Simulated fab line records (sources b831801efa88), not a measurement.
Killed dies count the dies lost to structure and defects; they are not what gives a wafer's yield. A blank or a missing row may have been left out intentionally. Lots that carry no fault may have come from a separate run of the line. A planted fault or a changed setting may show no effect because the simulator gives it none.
Struck lot and sound lot, side by side    flow gf180mcu    15 out of 602 route steps
Sound: wafers L891.2, L891.3, L891.5. Wafers struck: L896.2, L896.5, L896.6. The cause is named last.
At each step with rows: each side's tool, then ch and its chambers, then its first start. Under that, the readings that differ: sound wafers    struck wafers    difference of the means    sigmas: that difference in standard deviations of wafers without a fault.
alike: a reading whose means differ by less than 2 such deviations, as well as words and numbers matching on both sides. not compared: withheld readings; readings where some wafer has no value; bounds like >300 that might hide an equal value; numbers whose values overlap and for which the record gives no deviation.
Wherever a step has rows on one side only, a row that says differs or no value, or a row with sigmas, the two part there. Numbers that don't overlap but have no deviation are shown without sigmas and don't part them. A reading missing from all wafers of one side parts the sides only when that side holds two or more wafers.

first, 2 steps without rows for these wafers: GF_M4_PEB_12 (peb time 90 s); GF_M4_DEVELOP_13 (develop time 60 s).
GF_M4_CD_MEAS_14 targets a cd of 280 nm.
  struck on cdSem-02, day 28 02:31; sound on cdSem-01, day 26 09:50
  alike: cdNm
GF_M4_OVL_MEAS_15:
  struck on overlay-02, day 28 02:38; sound on overlay-02, day 26 09:56
  alike: M4_OVL
GF_M4_METAL_ETCH_16: etches the open film in Cl2/BCl3, stops on SiO2, target depth 750.8 nm, time 125.1 s.
  sound on rieMetal-04 ch 0,1, day 26 09:58; struck on rieMetal-03 ch 0,1, day 28 02:40
  alike: drypumpMotorCurrentA, oesProductAu, throttleValvePct
  not compared: rfHoursCounterH
GF_M4_STRIP_17: strips in O2/N2.
  sound on plasmaAsher-02 ch 1, day 26 10:06; struck on plasmaAsher-01 ch 0,1, day 28 02:47
  alike: drypumpMotorCurrentA, heaterPowerW, o2FlowSccm, oesProductAu, stripTimeToEndpointS
  not compared: rfHoursCounterH
then, 3 steps without rows for these wafers: GF_M4_STRIP_18 (strips in post etch residue remover, time 1200 s); GF_M4_CLEAN_19 (cleans in DIW); GF_V4_CVD_00 (deposits SiO2, target thk 600 nm, time 100 s).
GF_V4_THK_MEAS_01:
  struck on filmMetro-02, day 28 03:24; sound on filmMetro-04, day 26 10:43
  alike: V4_CVD_00_THK
GF_V4_CVD_02: deposits SiO2 from TEOS, target thk 850 nm, time 94.851 s.
  sound on pecvd-01 ch 0,2, day 26 10:46; struck on pecvd-01 ch 0,1,2, day 28 03:27
  alike: heaterPowerW
GF_V4_THK_MEAS_03:
  struck on filmMetro-04, day 28 03:32; sound on filmMetro-03, day 26 10:50
  alike: V4_CVD_02_THK
GF_V4_CMP_04: polishes SiO2.
  sound on cmp-01 ch 0,1,3, day 26 10:53; struck on cmp-01 ch 0,1,2, day 28 03:41
  no value came back on the struck wafers for edgeZonePressureFrac, headPressurePsi (psi), motorCurrentA (A), timeToEndpointS (s); on the sound wafers edgeZonePressureFrac reads 0.999 1.001 0.999
reading                             sound              struck           difference  sigmas
model.SiO2_of_V4_CVD_02.thkNm (nm)  633.6 631.5 631.8  851 867.7 872.4  +231        
GF_V4_BOW_MEAS_05:
  struck on filmMetro-04, day 28 04:18; sound on filmMetro-02, day 26 11:13
reading      sound        struck  difference                     sigmas
V4_BOW (um)  141 155 138  - - -   no value on the struck wafers  
  not compared: hold
GF_PASSIVATION_PROBE_99:
  rows exist in the record for the sound wafers here (prober-01, day 31 14:36), none for the struck ones

## WHERE THEY PART
Last at GF_PASSIVATION_PROBE_99 as far as this record goes, first at GF_V4_CMP_04.

WHY: what had been put in by the simulator
Step skipped in full: cmp-01, at GF_V4_CMP_04, from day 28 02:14 onward. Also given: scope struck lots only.
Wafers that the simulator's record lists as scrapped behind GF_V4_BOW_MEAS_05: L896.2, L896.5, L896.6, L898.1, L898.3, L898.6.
